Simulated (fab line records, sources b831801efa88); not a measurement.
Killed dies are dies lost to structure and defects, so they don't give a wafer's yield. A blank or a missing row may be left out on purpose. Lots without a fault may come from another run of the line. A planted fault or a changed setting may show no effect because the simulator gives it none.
Problem report in the 8D (eight disciplines) form, filled by code | flow gf180mcu | the parts of the form that need people (team, actions taken, sign-off) are left out

1. THE PROBLEM
VT_IMPLANT_2_TW at GF_VT_IMPLANT_TW_MEAS_21 reads a mean of 1277 on 6 wafers of 2 lots; wafers without a fault read 1216 with a standard deviation of 6.7. That is +9.1 standard deviations from the usual mean.
First seen on wafer L891.1, day 11 05:47, on film_metro-01. The record holds 39 wafers of 13 lots with a number at this step. Rule for "out", or "out of limits": more than 4 standard deviations from the usual mean. The other wafers with a number count as sound.

2. WHAT IT IS AND WHAT IT IS NOT
question                    | is                     | is not
which readings at this step | VT_IMPLANT_2_TW        | -
which lots                  | L891, L893             | L872, L873, L874, L875, L876, L878, L879, L880, L884, L885, L889
which wafers of those lots  | all that have a number | -
read on which gauges        | film_metro-01          | film_metro-02, film_metro-03
when                        | from day 11 05:47      | up to then (33 sound wafers)

3. SUSPECTS, AND WHAT RULES EACH OUT
Counting: a tool at a process step up to the reading stays a suspect if it ran every lot that is out and no sound lot after the first of them.
- the gauge at GF_VT_IMPLANT_TW_MEAS_21: ruled out. All the wafers that are out were read on film_metro-01, but those of them that GF_VT_IMPLANT_IMPLANT_19 has rows for are out there too, on other tools.
- plasma_asher-01 at GF_NWELL_STRIP_10 (strips in O2/N2): kept. It ran every lot that is out, first L891 (day 7 14:41), and no sound lot after that; its last sound lot up to then is L880 (day 5 04:11).
- implanter-02 at GF_VT_IMPLANT_IMPLANT_19: kept. It ran every lot that is out, first L891 (day 11 05:32), and no sound lot after that; its last sound lot up to then is L885 (day 9 18:19). Its own readings are out on those wafers: beam_energy_keV.
Left after counting: plasma_asher-01 at GF_NWELL_STRIP_10, implanter-02 at GF_VT_IMPLANT_IMPLANT_19.

4. THE CAUSE (what the simulator had put in)
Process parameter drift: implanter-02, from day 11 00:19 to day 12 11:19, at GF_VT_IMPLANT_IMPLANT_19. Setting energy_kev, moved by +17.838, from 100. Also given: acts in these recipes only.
Counting left 2 suspects, and this tool is among them.

5. THE CHAIN OF EFFECTS, in route order
Each row: a reading whose mean over the struck wafers that have a number lies more than 3 standard deviations from the usual. Only readings for which the record gives a usual standard deviation are gone through. hours: the time from each lot's start at the first step in this table that gives one to its start at this step, as a median over the lots. sigmas: the change in usual standard deviations.
hours | step                     | reading         | usual  | on struck wafers | change  | sigmas
0     | GF_VT_IMPLANT_IMPLANT_19 | beam_energy_keV | 99.997 | 117.823          | +17.826 | +99 or more
0     | GF_VT_IMPLANT_TW_MEAS_21 | VT_IMPLANT_2_TW | 1216   | 1277             | +61     | +9.1
The process steps in it:
- GF_VT_IMPLANT_IMPLANT_19

6. WHAT WOULD HAVE CAUGHT IT SOONER
In this record the first reading out of limits at a measuring or inspecting step was taken at day 11 05:47, 5 hours after the fault began at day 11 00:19.
The tool's own readings at GF_VT_IMPLANT_IMPLANT_19 were out on every struck wafer that the step has a row for (beam_energy_keV): an alarm limit on them would have fired on the first of those.
Of the lots that are out (2), L893 began GF_VT_IMPLANT_IMPLANT_19 on implanter-02 after day 11 05:47. A hold on the tool at that time would have spared it.
